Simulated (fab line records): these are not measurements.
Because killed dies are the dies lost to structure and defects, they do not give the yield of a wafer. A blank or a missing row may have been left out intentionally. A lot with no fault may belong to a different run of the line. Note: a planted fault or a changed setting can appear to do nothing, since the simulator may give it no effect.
2 desks, one fault	flow gf180mcu	every desk sees just its own numbers, and what lay behind them comes last

== METROLOGY DESK ==
What the gauges read, lot by lot, whatever tool the lot ran on: means of the sampled wafers that have a number. A lot is out of limits, marked OUT, if its mean lies more than 4 standard deviations from the usual mean; the brackets give that distance.
Columns: A = V3_BOW at GF_V3_BOW_MEAS_05, usual 114 um; B = V5_W_RS at GF_V5_RS_MEAS_24, usual 0.3272 ohm/sq; C = V5_W_THK at GF_V5_THK_MEAS_25, usual 360 nm
lot	first seen here	A	B	C
L578	day 21 05:39	119	0.3281	361
L579	day 21 19:29	112	0.3309	352
L580	day 22 04:48	129	0.3027 (-9.8) OUT	393 (+8.0) OUT
L581	day 22 11:49	99	0.3000 (-11) OUT	398 (+9.2) OUT
L582	day 22 20:51	108	0.3008 (-11) OUT	389 (+7.1) OUT
L590	day 25 15:58	119	0.3258	364
L591	day 26 01:55	120	0.3259	359
L593	day 26 17:17	108	0.3258	367
L595	day 27 03:43	115	0.3280	358
L600	day 28 16:47	124	0.3282	360
L601	day 28 23:48	109	0.3308	356
Per this desk, out of limits: L580, L581, L582; the first was L580, day 27 21:54 (V5_W_RS at GF_V5_RS_MEAS_24). L578, L579, L590, L591, L593, L595, L600, L601: within limits.

== FOR THE TOOL OWNER'S DESK: cvd_w-02 ==
The tool's own readings at GF_V5_CVD_23 (deposits W, target thk 350 nm, time 104.9 s): means of the sampled wafers that have a number, for each lot that ran on this tool. A lot is out of limits, marked OUT, if its mean lies more than 4 standard deviations from the usual mean; the brackets give that distance.
Columns: A = heater_power_w at GF_V5_CVD_23, usual 896 W
lot	first seen here	A
L578	day 27 01:17	919
L579	day 27 14:02	903
L580	day 27 21:47	945
L581	day 28 04:01	875
L582	day 28 10:04	905
L590	day 30 20:53	924
L593	day 31 18:35	967
L595	day 32 02:19	973
L600	day 33 08:40	971
L601	day 33 15:46	962
This desk's finding: nothing out of limits on any of the 10 lots.

== ALL TOGETHER ==
Metrology desk: alarm possible at day 27 21:54 on L580, L581, L582.
The tool owner's desk saw nothing out of limits.
Tool owner's desk: L580, L581, L582 on record, inside its limits.
Of the lots named, all ran GF_V5_CVD_23 on cvd_w-02.

== WHAT WAS PUT IN BY THE SIMULATOR ==
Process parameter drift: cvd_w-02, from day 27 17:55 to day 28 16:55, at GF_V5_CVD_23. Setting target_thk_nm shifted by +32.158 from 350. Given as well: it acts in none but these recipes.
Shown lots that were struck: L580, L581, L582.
Per desk, hours elapsed from the start of the fault to the first reading out of limits: for the metrology desk, 4.
